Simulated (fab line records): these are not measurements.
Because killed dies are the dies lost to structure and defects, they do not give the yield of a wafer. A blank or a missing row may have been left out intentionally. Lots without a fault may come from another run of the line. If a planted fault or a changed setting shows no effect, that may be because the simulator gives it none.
What tool caused it? | flow gf180mcu | 39 wafers from 13 lots sampled at 4 of the route's 602 steps

## WHAT THE GAUGES SHOWED, per wafer
GF_PASSIVATION_THK_MEAS_03. Usual: for PASSIVATION_CVD_02_THK the level is 698 nm and the standard deviation is 9.2.
lot  | measured     | on            | PASSIVATION_CVD_02_THK (nm) | flag
L782 | day 28 01:53 | film_metro-04 | 690 700 692                 |
L783 | day 28 04:47 | film_metro-01 | 683 696 686                 |
L784 | day 28 15:47 | film_metro-04 | 696 716 708                 |
L785 | day 28 21:03 | film_metro-03 | 690 702 701                 |
L787 | day 29 22:02 | film_metro-03 | 687 703 700                 |
L788 | day 30 04:38 | film_metro-04 | 711 711 707                 |
L791 | day 30 19:08 | film_metro-04 | 701 708 692                 |
L792 | day 31 06:58 | film_metro-04 | 693 700 706                 |
L794 | day 32 06:15 | film_metro-03 | 704 690 697                 |
L799 | day 33 04:19 | film_metro-03 | 698 712 709                 |
L800 | day 33 07:58 | film_metro-04 | 709 715 721                 |
L804 | day 34 01:47 | film_metro-03 | 688 702 691                 |
L805 | day 34 05:43 | film_metro-01 | 682 700 706                 |

## WHICH TOOL RAN EACH LOT (tool, then ch and the chambers of the sampled wafers, then the start)
lot  | GF_V3_CLEAN_20                  | GF_V5_STRIP_18                       | GF_PASSIVATION_CVD_00
L782 | wet_bench-04 ch 0, day 22 08:17 | plasma_asher-03 ch 0,1, day 27 03:15 | pecvd-02 ch 1,2, day 28 01:28
L783 | wet_bench-04 ch 2, day 22 12:14 | plasma_asher-01 ch 0,1, day 27 06:37 | pecvd-04 ch 2, day 28 04:19
L784 | wet_bench-03 ch 1, day 22 23:43 | plasma_asher-03 ch 0,1, day 27 17:25 | pecvd-03 ch 0,1,2, day 28 15:13
L785 | wet_bench-04 ch 1, day 23 07:08 | plasma_asher-02 ch 0,1, day 27 22:17 | pecvd-03 ch 0,2, day 28 20:36
L787 | wet_bench-04 ch 3, day 24 10:02 | plasma_asher-02 ch 0,1, day 29 00:17 | pecvd-02 ch 0,1,2, day 29 21:36
L788 | wet_bench-04 ch 3, day 24 16:34 | plasma_asher-03 ch 0,1, day 29 06:41 | pecvd-03 ch 0,1,2, day 30 04:05
L791 | wet_bench-03 ch 2, day 25 13:08 | plasma_asher-02 ch 0,1, day 29 22:02 | pecvd-03 ch 0,1,2, day 30 18:35
L792 | wet_bench-03 ch 0, day 26 01:26 | plasma_asher-01 ch 0,1, day 30 09:34 | pecvd-02 ch 0,1,2, day 31 06:23
L794 | wet_bench-02 ch 1, day 27 04:02 | plasma_asher-01 ch 0,1, day 31 10:08 | pecvd-04 ch 0,1,2, day 32 05:50
L799 | wet_bench-03 ch 0, day 28 08:20 | plasma_asher-01 ch 0,1, day 32 09:08 | pecvd-02 ch 1,2, day 33 03:52
L800 | wet_bench-03 ch 2, day 28 13:01 | plasma_asher-02 ch 0,1, day 32 13:13 | pecvd-02 ch 0,1,2, day 33 07:33
L804 | wet_bench-02 ch 0, day 29 10:23 | plasma_asher-03 ch 0,1, day 33 07:20 | pecvd-04 ch 0,1,2, day 34 01:21
L805 | wet_bench-02 ch 2, day 29 14:40 | plasma_asher-02 ch 0,1, day 33 11:44 | pecvd-04 ch 1,2, day 34 05:16
- GF_V3_CLEAN_20: cleans in DIW.
- GF_V5_STRIP_18: strips in O2/N2.
- GF_PASSIVATION_CVD_00: deposits SiO2 from TEOS, target thk 1000 nm, time 111.95 s.

## AS READ BY THE TOOLS THEMSELVES (means over the sampled wafers that have a number; for cases with no such wafer, the mark the record gives instead)
GF_V5_STRIP_18. Usual: drypump_motor_current_A 5.9 A, standard deviation 0.7; heater_power_w 360 W, standard deviation 38; o2_flow_sccm 3001 sccm, standard deviation 9; oes_product_au 0.569 a.u., standard deviation 0.0047; platen_temp_c 250.02 C, standard deviation 0.17.
lot  | tool            | drypump_motor_current_A (A) | heater_power_w (W) | o2_flow_sccm (sccm) | oes_product_au (a.u.) | platen_temp_c (C) | flag
L782 | plasma_asher-03 | 5.8                         | 333                | 3004                | 0.570                 | 249.84            |
L783 | plasma_asher-01 | 6.1                         | 343                | 2998                | 0.565                 | 250.08            |
L784 | plasma_asher-03 | 5.8                         | 335                | 3007                | 0.564                 | 250.17            |
L785 | plasma_asher-02 | 6.2                         | 401                | 2995                | 0.564                 | 249.94            |
L787 | plasma_asher-02 | 6.4                         | 406                | 3001                | 0.572                 | 249.98            |
L788 | plasma_asher-03 | 5.8                         | 332                | 2986                | 0.565                 | 249.92            |
L791 | plasma_asher-02 | 6.2                         | 400                | 3011                | 0.567                 | 250.04            |
L792 | plasma_asher-01 | 5.4                         | 326                | 3006                | 0.566                 | 250.02            |
L794 | plasma_asher-01 | 6.1                         | 342                | 3008                | 0.565                 | 249.98            |
L799 | plasma_asher-01 | 5.4                         | 323                | 2998                | 0.571                 | 250.23            |
L800 | plasma_asher-02 | 6.4                         | 406                | 3003                | 0.564                 | 250.03            |
L804 | plasma_asher-03 | 5.8                         | 333                | 2992                | 0.566                 | 250.06            |
L805 | plasma_asher-02 | 6.4                         | 397                | 3009                | 0.570                 | 250.31            |

GF_PASSIVATION_CVD_00. Usual: heater_power_w 653 W, standard deviation 90; rf_fwd_power_W 596.6 W, standard deviation 2.1.
lot  | tool     | heater_power_w (W) | rf_fwd_power_W (W) | flag
L782 | pecvd-02 | 728                | 597.7              |
L783 | pecvd-04 | 604                | 597.9              |
L784 | pecvd-03 | 626                | 595.9              |
L785 | pecvd-03 | 713                | 598.5              |
L787 | pecvd-02 | 615                | 597.4              |
L788 | pecvd-03 | 697                | 596.0              |
L791 | pecvd-03 | 703                | 598.2              |
L792 | pecvd-02 | 673                | 596.7              |
L794 | pecvd-04 | 582                | 597.8              |
L799 | pecvd-02 | 700                | 596.5              |
L800 | pecvd-02 | 647                | 596.5              |
L804 | pecvd-04 | 572                | 596.4              |
L805 | pecvd-04 | 675                | 597.1              |

## THE ANSWER, worked out from the rows above alone
Rule: take the mean of a lot's wafers that have a number; if it is more than 3 standard deviations from the usual mean, the lot is off. Also off: a lot with no number at a reading for which 4 or more lots have one. Any other lot the step has rows for is counted as sound. Order of review: gauges by route order, followed by the tools' own readings, for which a lot's mean as printed above is used. The first step at which some lot is off is used, and at that step the reading that is off furthest; a lot without a number counts as furthest.
Nothing can be told from this: no lot is off at any reading shown.

## WHAT HAD BEEN PUT IN BY THE SIMULATOR
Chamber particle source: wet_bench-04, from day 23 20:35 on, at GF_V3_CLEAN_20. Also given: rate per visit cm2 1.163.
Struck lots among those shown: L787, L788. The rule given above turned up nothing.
